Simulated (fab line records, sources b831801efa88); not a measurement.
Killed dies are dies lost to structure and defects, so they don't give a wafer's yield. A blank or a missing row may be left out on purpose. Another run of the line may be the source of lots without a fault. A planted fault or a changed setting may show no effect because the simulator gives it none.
A lot that was struck, set against a sound lot :: flow sky130 :: 18 out of 708 route steps
Sound: these wafers, L519.1, L519.5, L519.6. Struck: wafers L515.1, L515.6. (L515.2 of the same lot was not struck and is left out.) The cause comes at the end.
At each step with rows: each side's tool, then ch and its chambers, then its first start. Under that, the readings that differ: sound wafers :: struck wafers :: difference of the means :: sigmas: that difference in standard deviations of wafers without a fault.
alike: words and numbers the same on both sides, and readings whose means are apart by under 2 such deviations; not compared: readings that were withheld, readings missing a value for some wafer, numbers with overlapping values and no deviation given by the record, and bounds like >300 which may hide the same value.
A row with sigmas, a row that says differs or no value, or rows on one side alone: a step with any of these is where the two part. Non-overlapping numbers with no deviation appear without sigmas and do not part them. A reading missing from all wafers of one side parts the sides only when that side holds two or more wafers.

first, 3 steps without rows for these wafers: SKY_VIA1_EXPOSE_09 (exposes mask VIM, target cd 150 nm); SKY_VIA1_PEB_10; SKY_VIA1_DEVELOP_11 (develop time 60 s).
SKY_VIA1_CD_MEAS_12: the cd target is 150 nm.
  sound on cd_sem-02 at day 40 23:29; struck on cd_sem-02 at day 39 19:16
reading: cd_nm (nm)
sound: 149.0 150.8 151.1
struck: 147.5 146.3
difference: -3.4
sigmas: -3
SKY_VIA1_OVL_MEAS_13:
  sound on overlay-01 at day 40 23:36; struck on overlay-01 at day 39 19:23
  alike: VIA1_OVL
SKY_VIA1_ETCH_14: etches BARC in N2/H2, stops on SiO2, time 45.9 s, target depth 60 nm.
  sound on rie_diel-03 ch 1,2,3, day 40 23:38; struck on rie_diel-03 ch 0,2, day 39 19:26
reading: oes_product_au (a.u.)
sound: 0.866 0.853 0.854
struck: 0.841 0.845
difference: -0.015
sigmas: -3

reading: throttle_valve_pct (%)
sound: 13.204 13.211 13.224
struck: 13.233 13.234
difference: +0.020
sigmas: +2
  alike: drypump_motor_current_A
  not compared: rf_hours_counter_h
SKY_VIA1_ETCH_15: etches SiO2 in C4F8/O2/Ar, stops on TiN, target depth 351 nm, time 54 s.
  sound on rie_diel-03 ch 1,2,3, day 40 23:41; struck on rie_diel-03 ch 0,2, day 39 19:28
  alike: oes_product_au
  not compared: rf_hours_counter_h
SKY_VIA1_STRIP_16: strips in O2/N2.
  sound on plasma_asher-02 ch 0,1, day 40 23:44; struck on plasma_asher-01 ch 0, day 39 19:31
  alike: drypump_motor_current_A, oes_product_au, strip_time_to_endpoint_s
  not compared: rf_hours_counter_h
then, 3 steps without rows for these wafers: SKY_VIA1_STRIP_17 (strips in post etch residue remover, time 1200 s); SKY_VIA1_CLEAN_18 (cleans in IPA, time 180 s); SKY_VIA1_CLEAN_19 (cleans in O3/DIW).
SKY_VIA1_SPUTTER_20: material TiN, target thk 20 nm, time 80 s.
  sound on pvd_sputter-01 at day 41 00:20; struck on pvd_sputter-02 at day 39 20:07
reading: throttle_valve_pct (%)
sound: 31.1 31.4 31.2
struck: 28.3 28.4
difference: -2.9
sigmas: -3
SKY_VIA1_CVD_21: deposits W, target thk 270 nm, time 80.902 s.
  sound on cvd_w-02 ch 0,1, day 41 00:24; struck on cvd_w-01 ch 0, day 39 20:10
reading: model.W_of_VIA1_CVD_21.thk_nm (nm)
sound: 269.4 269.7 270.7
struck: 345 345.3
difference: +75
sigmas: 
  alike: chamber_pressure_Torr, heater_power_w
SKY_VIA1_RS_MEAS_22: measures by four-point-probe.
  sound on film_metro-02 at day 41 00:29; struck on film_metro-02 at day 39 20:33
reading: VIA1_W_RS (ohm/sq)
sound: 0.428 0.427 0.425
struck: 0.332 0.333
difference: -0.094
sigmas: -14
  not compared: hold
SKY_VIA1_THK_MEAS_23: measures by xrf.
  sound on film_metro-02 at day 41 00:37; struck on film_metro-02 at day 39 22:47
reading: VIA1_W_THK (nm)
sound: 276 276 278
struck: 359 359
difference: +82
sigmas: +19
  not compared: hold
SKY_VIA1_CMP_24: polishes, stops on SiO2, t overpolish 15 s, target thk 0 nm.
  sound on cmp-02 ch 0,1,3, day 41 00:49; struck on cmp-02 ch 0, day 40 09:50
reading: hold
sound: - - -
struck: await_dispo/1.7h/release await_dispo/1.7h/release
difference: no value on the sound wafers
sigmas: 

reading: time_to_endpoint_s (s)
sound: 74 67 67
struck: 81 85
difference: +14
sigmas: +3
  alike: motor_current_A
SKY_METAL2_SPUTTER_00: material Ti, target thk 15 nm, time 10 s.
  sound on pvd_sputter-04 at day 41 00:58; struck on pvd_sputter-01 at day 40 10:08
  alike: throttle_valve_pct
SKY_PAD_OPEN_PROBE_99:
  sound wafers here have rows in the record (prober-02, day 51 06:32); struck ones have none

== WHERE THEY PART ==
At SKY_VIA1_CD_MEAS_12 first; at SKY_PAD_OPEN_PROBE_99 last (within this record only).

WHY: whatever the simulator had introduced
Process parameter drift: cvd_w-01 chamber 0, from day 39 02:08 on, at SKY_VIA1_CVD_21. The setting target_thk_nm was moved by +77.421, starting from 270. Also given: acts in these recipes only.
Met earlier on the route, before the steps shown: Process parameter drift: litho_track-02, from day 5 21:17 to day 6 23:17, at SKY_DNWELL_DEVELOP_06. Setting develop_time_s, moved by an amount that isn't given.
